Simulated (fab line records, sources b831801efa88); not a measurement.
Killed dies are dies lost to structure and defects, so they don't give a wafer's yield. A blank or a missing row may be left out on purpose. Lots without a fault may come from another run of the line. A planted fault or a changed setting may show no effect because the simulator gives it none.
Problem report in the 8D (eight disciplines) form, filled by code | flow sfq_line | the parts of the form that need people (team, actions taken, sign-off) are left out

1. THE PROBLEM
cd_nm at SFQ_TRILAYER_JJ_CE_METRO_MEASURE_117 reads a mean of 666.6 nm on 3 wafers of 3 lots; wafers without a fault read 700.2 nm with a standard deviation of 1.1. That is -31 standard deviations from the usual mean.
First seen on wafer L762.1, day 63 10:20, on cd_sem-02. The record holds 42 wafers of 15 lots with a number at this step. Rule for "out", or "out of limits": more than 4 standard deviations from the usual mean. The other wafers with a number count as sound.

2. WHAT IT IS AND WHAT IT IS NOT
question                    | is                     | is not
which readings at this step | cd_nm                  | -
which lots                  | L761, L762, L763       | L748, L749, L750, L752, L753, L757, L758, L759, L768, L769, L770, L771
which wafers of those lots  | L761.4, L762.1, L763.4 | L761.3, L762.3, L763.3
read on which tools         | cd_sem-01, cd_sem-02   | -
when                        | from day 63 10:20      | up to then (25 sound wafers); but 14 sound wafers of L761, L763, L768, L769, L770, L771 came after

3. SUSPECTS, AND WHAT RULES EACH OUT
Counting: a tool at a process step up to the reading stays a suspect if it ran every lot that is out. Sound lots after the first of them don't rule it out here, since some wafers of a struck lot are sound.
- krf_scanner-01 at SFQ_TRILAYER_JJ_CE_LITHO_EXPOSE_115 (exposes mask J5, target cd 700 nm): kept. It ran every lot that is out, first L762 (day 63 08:48); its last sound lot up to then is L759 (day 63 00:36).
Left after counting: krf_scanner-01 at SFQ_TRILAYER_JJ_CE_LITHO_EXPOSE_115.

4. THE CAUSE (what the simulator had put in)
Process parameter drift: krf_scanner-01, from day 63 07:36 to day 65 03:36, at SFQ_TRILAYER_JJ_CE_LITHO_EXPOSE_115. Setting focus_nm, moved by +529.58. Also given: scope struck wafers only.
Counting left only this tool.

5. THE CHAIN OF EFFECTS, in route order
Each row: a reading whose mean over the struck wafers that have a number lies more than 3 standard deviations from the usual. Only readings for which the record gives a usual standard deviation are gone through. hours: the time from each lot's start at the first step in this table that gives one to its start at this step, as a median over the lots. sigmas: the change in usual standard deviations.
hours | step                                 | reading | usual    | on struck wafers | change | sigmas
0     | SFQ_TRILAYER_JJ_CE_METRO_MEASURE_117 | cd_nm   | 700.2 nm | 666.6            | -33.6  | -31
The process steps in it:
- SFQ_TRILAYER_JJ_CE_METRO_MEASURE_117

6. WHAT WOULD HAVE CAUGHT IT SOONER
In this record the first reading out of limits was taken at day 63 10:20, 3 hours after the fault began at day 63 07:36.
Of the lots that are out (3), L761, L763 began SFQ_TRILAYER_JJ_CE_LITHO_EXPOSE_115 on krf_scanner-01 after day 63 10:20. A hold on the tool at that time would have spared those 2.
